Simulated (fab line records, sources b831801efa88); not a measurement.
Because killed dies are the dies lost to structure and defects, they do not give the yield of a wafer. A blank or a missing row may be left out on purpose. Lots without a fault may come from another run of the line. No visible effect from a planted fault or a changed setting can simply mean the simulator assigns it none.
One fault through the eyes of 2 desks | flow gf180mcu | numbers are kept per desk, each desk with only its own; the story behind them comes last

## TOOL OWNER'S DESK, rie diel-03
The tool's own readings at GF_STI_ETCH_13 (etches the open film in CHF3/O2, stops on Si, target depth 282.31 nm, time 112.9 s): means of the sampled wafers that have a number, for each lot that ran on this tool. Marked OUT: a lot whose mean sits more than 4 standard deviations from the usual mean, which makes it out of limits; the brackets give that distance.
Columns: A = drypump motor current A at GF_STI_ETCH_13, usual 5.6 A; B = oes product au at GF_STI_ETCH_13, usual 0.833 a.u.; C = throttle valve pct at GF_STI_ETCH_13, usual 8.810 %
lot  | first seen here | A   | B               | C
L449 | day 3 19:33     | 5.4 | 0.839           | 8.800
L451 | day 4 05:12     | 5.4 | 0.836           | 8.809
L452 | day 4 09:59     | 5.2 | 0.829           | 8.812
L459 | day 5 23:42     | 5.0 | 0.768 (-11) OUT | 8.791
L462 | day 6 15:39     | 5.0 | 0.770 (-11) OUT | 8.785
Finding of this desk: L459, L462 out of limits; the first was L459 at day 5 23:42, on oes product au at GF_STI_ETCH_13. L449, L451, L452 stayed within limits.

## FROM THE METROLOGY DESK
Lot by lot, what the gauges showed, no matter which tool ran the lot: averages of those sampled wafers that carry a number. Marked OUT: a lot whose mean sits more than 4 standard deviations from the usual mean, which makes it out of limits; the brackets give that distance.
Columns: A = SALICIDE_TIN_THK at GF_SALICIDE_THK_MEAS_05, usual 19.97 nm; B = CONTACT_CVD_00_THK at GF_CONTACT_THK_MEAS_01, usual 300.0 nm
lot  | first seen here | A     | B
L441 | day 15 06:32    | 19.87 | 298.2
L443 | day 15 23:55    | 19.65 | 300.1
L445 | day 16 17:59    | 20.31 | 300.5
L449 | day 18 08:56    | 20.11 | 304.4
L451 | day 18 23:47    | 20.08 | 302.4
L452 | day 19 11:28    | 20.15 | 302.1
L454 | day 20 03:43    | 19.89 | 300.0
L458 | day 21 14:13    | 19.90 | 299.6
L459 | day 21 19:22    | 19.87 | 298.0
L462 | day 22 23:17    | 20.23 | 302.0
L463 | day 23 02:49    | 20.10 | 299.2
L464 | day 23 11:29    | 20.05 | 301.3
This desk's verdict: no lot among the 12 shows anything out of limits.

## PUT TOGETHER
On L459, L462, at day 5 23:42, an alarm was possible from the tool owner's desk.
The metrology desk saw nothing out of limits.
The metrology desk has L459, L462 on record, within its limits.
All the named lots went through GF_STI_ETCH_13 on rie diel-03.

## WHAT HAD BEEN PUT IN BY THE SIMULATOR
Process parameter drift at GF_STI_ETCH_13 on rie diel-03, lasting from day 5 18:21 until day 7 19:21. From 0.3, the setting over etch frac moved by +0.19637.
Struck lots among those shown: L459, L462.
Delay in hours, fault start to first out-of-limits reading, by desk: the tool owner's desk at 5.
